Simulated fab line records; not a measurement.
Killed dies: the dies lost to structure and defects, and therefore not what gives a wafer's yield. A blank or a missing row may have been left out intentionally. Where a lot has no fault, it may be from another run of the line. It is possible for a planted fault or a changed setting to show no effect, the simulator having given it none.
The tool behind it: which one? -- flow gf180mcu -- at 1 step of a route of 602, 13 lots with 39 wafers sampled

== WHAT THE GAUGES READ, wafer by wafer ==
GF_V4_THK_MEAS_03. Usual: V4_CVD_02_THK 851 nm, standard deviation 11.
lot,measured,on,V4_CVD_02_THK (nm),flag
L447,day 24 02:14,film_metro-01,846 855 851,
L448,day 24 13:00,film_metro-02,842 855 854,
L449,day 24 19:27,film_metro-04,848 877 863,
L452,day 25 21:05,film_metro-01,837 846 856,
L453,day 26 05:59,film_metro-02,848 843 833,
L454,day 26 12:56,film_metro-04,839 833 866,
L455,day 26 21:51,film_metro-02,842 843 850,
L456,day 27 08:00,film_metro-01,850 844 869,
L464,day 29 11:48,film_metro-02,850 853 868,
L465,day 29 15:11,film_metro-01,848 846 861,
L466,day 30 00:31,film_metro-01,859 868 871,
L467,day 30 07:07,film_metro-04,829 837 868,
L468,day 30 18:26,film_metro-01,852 857 873,

== TOOL THAT RAN EACH LOT (tool first, then ch and the chambers of the sampled wafers, then the start) ==
Before these readings, the record contains no process step.

== AS READ BY THE TOOLS THEMSELVES (means over the sampled wafers that have a number; for cases with no such wafer, the mark the record gives instead) ==
The record holds no such reading with a usual standard deviation.

== THE ANSWER, worked out from the rows above alone ==
Rule: lot off if the mean of its wafers having a number is beyond 3 standard deviations from the usual mean. Also off: a lot with no number at a reading for which 4 or more lots have one. Where the step has rows for the other lots, those lots are counted as sound. The gauges are gone through in route order, then the tools' own readings, and for those a lot's mean is taken as printed above. The first step at which some lot is off is used, and at that step the reading that is off furthest; a lot without a number counts as furthest.
No lot is off on any of the readings shown, so nothing can be concluded from this.

== WHAT HAD BEEN PUT IN BY THE SIMULATOR ==
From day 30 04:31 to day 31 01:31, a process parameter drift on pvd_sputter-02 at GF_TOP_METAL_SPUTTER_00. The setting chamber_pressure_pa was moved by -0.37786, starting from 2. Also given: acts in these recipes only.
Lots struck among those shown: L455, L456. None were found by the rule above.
